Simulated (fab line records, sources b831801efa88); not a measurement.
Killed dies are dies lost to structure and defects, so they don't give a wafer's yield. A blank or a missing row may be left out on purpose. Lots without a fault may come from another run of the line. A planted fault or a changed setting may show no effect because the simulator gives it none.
Chamber matching | flow gf180mcu | GF_V4_CMP_26 on cmp-01: 4 sister chambers
The step polishes, stops on SiO2, t overpolish 15 s, target thk 0 nm. 8 wafers are shown with their chamber, then 11 later ones without.

WAFERS WITH THEIR CHAMBER
wafer  | chamber | motor_current_A (A) | slurry_filter_dp_kPa (kPa)
L083.3 | 3       | 11.4                | 13.70
L087.3 | 1       | 10.1                | 13.33
L092.3 | 2       | 9.8                 | 13.67
L092.5 | 1       | 10.5                | 13.49
L091.2 | 2       | 10.3                | 13.49
L091.3 | 3       | 11.1                | 13.63
L091.4 | 0       | 11.9                | 13.60
L094.2 | 0       | 12.1                | 13.71

WAFERS WITHOUT THEIR CHAMBER
wafer  | motor_current_A (A) | slurry_filter_dp_kPa (kPa)
L094.4 | 11.3                | 13.38
L094.6 | 12.3                | 13.32
L095.3 | 10.0                | 13.80
L095.4 | 10.3                | 13.55
L095.5 | 11.2                | 13.35
L096.4 | 11.7                | 13.47
L096.5 | 11.0                | 13.34
L096.6 | 10.2                | 13.16
L097.2 | 12.0                | 13.43
L097.3 | 10.3                | 13.44
L097.5 | 12.2                | 13.41

WHICH CHAMBER EACH WENT THROUGH
wafer  | from the rows above               | in truth
L094.4 | can't be placed: 3 or 1 or 0      | 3
L094.6 | can't be placed: 0 or 3           | 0
L095.3 | can't be placed: 2 or 1           | 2
L095.4 | can't be placed: 2 or 1           | 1
L095.5 | can't be placed: 3 or 1 or 0 or 2 | 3
L096.4 | can't be placed: 0 or 3           | 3
L096.5 | can't be placed: 1 or 3 or 2      | 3
L096.6 | can't be placed: 1 or 2           | 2
L097.2 | can't be placed: 0 or 3           | 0
L097.3 | can't be placed: 1 or 2           | 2
L097.5 | can't be placed: 0 or 3           | 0
Placed correctly: 0 of 11. Can't be placed from these rows: 11 (the true chamber is among the candidates in 11). Placed wrongly: 0.
How it was worked out, from the rows above alone: a wafer's distance from a chamber is the root of the sum, over the readings, of the square of ((its reading less the chamber's mean) divided by the reading's scatter). The wafer belongs to the nearest chamber; if the next one is less than 2 further off, it can't be placed. A chamber's mean is the mean of its shown wafers. The scatter: the root of (the sum of the squares of (reading less its chamber's mean) over the shown wafers, divided by (wafers less chambers)).
